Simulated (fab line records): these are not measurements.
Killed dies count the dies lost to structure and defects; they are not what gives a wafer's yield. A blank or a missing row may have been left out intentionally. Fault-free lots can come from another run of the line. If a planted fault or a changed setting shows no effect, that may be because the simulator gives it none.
A single fault, viewed from 2 desks -- flow gf180mcu -- every desk sees just its own numbers, and what lay behind them comes last

METROLOGY DESK
Means of the sampled wafers that have a number, per lot and without regard to the tool the lot ran on: this is what the gauges read. A lot is out of limits, marked OUT, if its mean lies more than 4 standard deviations from the usual mean; the brackets give that distance.
Columns: A = V5_BOW at GF_V5_BOW_MEAS_05, usual 133 um; B = PASSIVATION_BOW at GF_PASSIVATION_BOW_MEAS_14, usual 134 um
lot,first seen here,A,B
L542,day 26 19:31,129,133
L543,day 26 23:25,115,120
L544,day 27 11:31,121,118
L545,day 27 16:17,127,133
L546,day 27 19:22,132,139
L547,day 28 06:12,133,136
L549,day 28 20:05,130,124
L550,day 29 05:01,132,134
L551,day 29 15:20,158,154
L552,day 29 19:18,141,148
L556,day 30 20:28,126,132
L557,day 31 06:47,135,135
L563,day 33 01:07,137,143
This desk's verdict: no lot among the 13 shows anything out of limits.

AT THE TOOL OWNER'S DESK: pvd_sputter-04
At GF_V4_SPUTTER_22 (material TiN, target thk 10 nm, time 40 s) the tool's own readings: per lot run on this tool, the mean of the sampled wafers that have a number. A lot is out of limits, marked OUT, if its mean lies more than 4 standard deviations from the usual mean; the brackets give that distance.
Columns: A = throttle_valve_pct at GF_V4_SPUTTER_22, usual 30.2 %
lot,first seen here,A
L545,day 25 20:13,30.6
L546,day 25 23:44,32.3
L549,day 27 02:23,31.4
L551,day 27 22:19,30.3
L557,day 29 16:25,30.3
This desk's verdict: no lot among the 5 shows anything out of limits.

PUT TOGETHER
Nothing out of limits was seen by the metrology desk.
The tool owner's desk saw nothing out of limits.

WHAT HAD BEEN PUT IN BY THE SIMULATOR
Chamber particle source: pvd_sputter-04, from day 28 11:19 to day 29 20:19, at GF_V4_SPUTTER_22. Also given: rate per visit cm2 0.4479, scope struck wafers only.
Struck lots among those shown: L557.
